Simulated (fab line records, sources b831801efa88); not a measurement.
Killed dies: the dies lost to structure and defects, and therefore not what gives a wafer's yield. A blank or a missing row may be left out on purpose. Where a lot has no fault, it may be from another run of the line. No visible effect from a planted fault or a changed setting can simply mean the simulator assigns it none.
Struck lot and sound lot, side by side -- flow sky130 -- 17 steps out of a route of 708
Sound: the wafers L342.1, L342.2, L342.5. The struck wafers were L344.1, L344.3, L344.6. Last of all comes the cause.
For every step that has rows: the tool of each side, followed by ch and its chambers, followed by its first start. Under that, the readings that differ: sound wafers -- struck wafers -- difference of the means -- sigmas: that difference in standard deviations of wafers without a fault.
alike: same words and numbers on both sides, and readings whose means sit less than 2 such deviations apart. not compared: any withheld reading, any reading some wafer has no value for, any bound like >300 that may hide the same value, and any number with overlapping values for which the record gives no deviation.
Wherever a step has rows on one side only, a row that says differs or no value, or a row with sigmas, the two part there. Numbers that don't overlap but have no deviation are shown without sigmas and don't part them. Lack of a reading on every wafer of one side parts them only where that side has two or more wafers.

first, 3 steps without rows for these wafers: SKY_VIA2_EXPOSE_09 (exposes mask VIM2, target cd 200 nm); SKY_VIA2_PEB_10; SKY_VIA2_DEVELOP_11 (develop time 60 s).
SKY_VIA2_CD_MEAS_12: the cd target is 200 nm.
  sound on cd-sem-02 at day 37 18:24; struck on cd-sem-01 at day 39 05:41
  alike: cd-nm
SKY_VIA2_OVL_MEAS_13:
  sound on overlay-02 at day 37 18:31; struck on overlay-02 at day 39 05:49
reading,sound,struck,difference,sigmas
VIA2_OVL (nm),-13 -10 -14,4 4 1,+15,+3
SKY_VIA2_ETCH_14: etches BARC in N2/H2, stops on SiO2, time 45.9 s, target depth 60 nm.
  sound on rie-diel-04 ch 1,2,3, day 37 18:33; struck on rie-diel-01 ch 0,2,3, day 39 05:51
reading,sound,struck,difference,sigmas
h2-flow-sccm (sccm),200.2 201.2 200.2,199.5 199.3 199.1,-1.2,-2
  alike: drypump-motor-current-A, oes-product-au, throttle-valve-pct
  not compared: rf-hours-counter-h
SKY_VIA2_ETCH_15: etches SiO2 in C4F8/O2/Ar, stops on TiN, target depth 546 nm, time 84 s.
  sound on rie-diel-04 ch 1,2,3, day 37 18:36; struck on rie-diel-01 ch 0,2,3, day 39 05:53
  alike: oes-product-au
  not compared: rf-hours-counter-h
SKY_VIA2_STRIP_16: strips in O2/N2.
  sound on plasma-asher-03 ch 0,1, day 37 18:40; struck on plasma-asher-02 ch 0, day 39 05:58
  alike: drypump-motor-current-A, oes-product-au, strip-time-to-endpoint-s
  not compared: rf-hours-counter-h
then, 3 steps without rows for these wafers: SKY_VIA2_STRIP_17 (strips in post etch residue remover, time 1200 s); SKY_VIA2_CLEAN_18 (cleans in IPA, time 180 s); SKY_VIA2_CLEAN_19 (cleans in O3/DIW).
SKY_VIA2_SPUTTER_20: material TiN, target thk 20 nm, time 80 s.
  sound on pvd-sputter-01 at day 37 19:16; struck on pvd-sputter-03 at day 39 06:33
  alike: throttle-valve-pct
SKY_VIA2_CVD_21: deposits W, target thk 420 nm, time 126.4 s.
  sound on cvd-w-01 ch 0,1, day 37 19:19; struck on cvd-w-02 ch 0,1, day 39 06:37
  no value came back on the struck wafers for chamber-pressure-Torr (Torr), heater-power-outer-w (W), heater-power-w (W), time-s (s); on the sound wafers chamber-pressure-Torr (Torr) reads 39.97 40.00 40.06
SKY_VIA2_RS_MEAS_22: the measuring method here is four-point-probe.
  sound on film-metro-01 at day 37 19:27; struck on film-metro-04 at day 39 06:44
reading,sound,struck,difference,sigmas
VIA2_W_RS (ohm/sq),0.2745 0.2758 0.2691,61.618 61.641 61.144,+61.195,+99 or more
SKY_VIA2_THK_MEAS_23: measures by xrf.
  sound on film-metro-01 at day 37 19:34; struck on film-metro-04 at day 39 06:52
reading,sound,struck,difference,sigmas
VIA2_W_THK (nm),416 416 427,- - -,no value on the struck wafers,
SKY_VIA2_CMP_24: polishes, stops on SiO2, t overpolish 20 s, target thk 0 nm.
  sound on cmp-02 ch 2,3, day 37 19:41; struck on cmp-01 ch 1,3, day 39 12:59
reading,sound,struck,difference,sigmas
time-to-endpoint-s (s),98.1 97.3 99.7,0.5 2.3 1.7,-96.9,-32
  alike: head-pressure-psi, motor-current-A, slurry-flow-ml-min
-- the record jumps here: 9 days lie between the struck wafers' starts before and after (it left off in module VIA2 and takes up again in module PAD_OPEN, whose first step shown is number 708 of the route) --
SKY_PAD_OPEN_PROBE_99:
  rows exist in the record for the struck wafers here (prober-02, day 48 07:31), but not for the sound ones

WHERE THEY PART
First at SKY_VIA2_OVL_MEAS_13; last, within this record, at SKY_PAD_OPEN_PROBE_99.

WHY: what had been put in by the simulator
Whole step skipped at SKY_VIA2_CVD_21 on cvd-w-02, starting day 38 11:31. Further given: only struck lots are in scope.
